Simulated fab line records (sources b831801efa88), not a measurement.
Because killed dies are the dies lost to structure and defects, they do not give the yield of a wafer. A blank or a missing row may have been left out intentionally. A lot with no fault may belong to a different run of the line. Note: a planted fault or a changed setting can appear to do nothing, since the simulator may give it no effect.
Chamber matching + flow sky130 + rieDiel-03 running SKY_METAL3_ETCH_17: 4 sister chambers
The step etches SiO2 in C4F8/O2/Ar, stops on TiN, time 3.9 s, target depth 15 nm. 18 wafers are shown with their chamber, then 9 later ones without.

== WAFERS, EACH WITH ITS CHAMBER ==
| wafer  | chamber | oesProductAu (a.u.) |
|--------|---------|---------------------|
| L074.1 | 3       | 0.752               |
| L074.5 | 2       | 0.752               |
| L074.6 | 3       | 0.751               |
| L079.1 | 1       | 0.737               |
| L079.2 | 2       | 0.755               |
| L079.3 | 3       | 0.742               |
| L079.4 | 0       | 0.753               |
| L079.5 | 0       | 0.751               |
| L079.6 | 3       | 0.745               |
| L084.1 | 2       | 0.747               |
| L084.2 | 1       | 0.753               |
| L084.3 | 0       | 0.745               |
| L084.4 | 3       | 0.749               |
| L084.5 | 0       | 0.768               |
| L084.6 | 3       | 0.752               |
| L089.2 | 0       | 0.761               |
| L089.3 | 1       | 0.740               |
| L089.6 | 1       | 0.757               |

SIGNATURES (averages over the wafers above)
| reading      | chamber 0 | chamber 1 | chamber 2 | chamber 3 | scatter within a chamber |
|--------------|-----------|-----------|-----------|-----------|--------------------------|
| oesProductAu | 0.75560   | 0.74675   | 0.75133   | 0.74850   | 0.0072                   |
Rule: distance of a wafer from a chamber = root of the sum over the readings of ((wafer's reading minus chamber's mean) / reading's scatter) squared. If the next closest chamber is less than 2 further off than the closest, the wafer can't be placed; otherwise it belongs to the closest. The scatter: the root of (the sum of the squares of (reading less its chamber's mean) over the shown wafers, divided by (wafers less chambers)).

== WAFERS WHOSE CHAMBER IS MISSING ==
| wafer  | oesProductAu (a.u.) |
|--------|---------------------|
| L090.1 | 0.753               |
| L090.2 | 0.757               |
| L090.3 | 0.758               |
| L090.4 | 0.758               |
| L090.5 | 0.768               |
| L090.6 | 0.755               |
| L092.1 | 0.751               |
| L092.2 | 0.749               |
| L092.4 | 0.751               |

== WHICH CHAMBER EACH ONE RAN IN ==
| wafer  | from the rows above               | in truth |
|--------|-----------------------------------|----------|
| L090.1 | can't be placed: 2 or 0 or 3 or 1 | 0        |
| L090.2 | can't be placed: 0 or 2 or 3 or 1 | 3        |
| L090.3 | can't be placed: 0 or 2 or 3 or 1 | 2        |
| L090.4 | can't be placed: 0 or 2 or 3 or 1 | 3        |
| L090.5 | can't be placed: 0 or 2 or 3 or 1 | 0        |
| L090.6 | can't be placed: 0 or 2 or 3 or 1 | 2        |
| L092.1 | can't be placed: 2 or 3 or 1 or 0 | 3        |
| L092.2 | can't be placed: 3 or 1 or 2 or 0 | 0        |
| L092.4 | can't be placed: 2 or 3 or 1 or 0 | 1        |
0 of 9 placed correctly. Unplaceable from these rows: 9, with the true chamber sitting among the candidates in 9. Wrongly placed: 0.
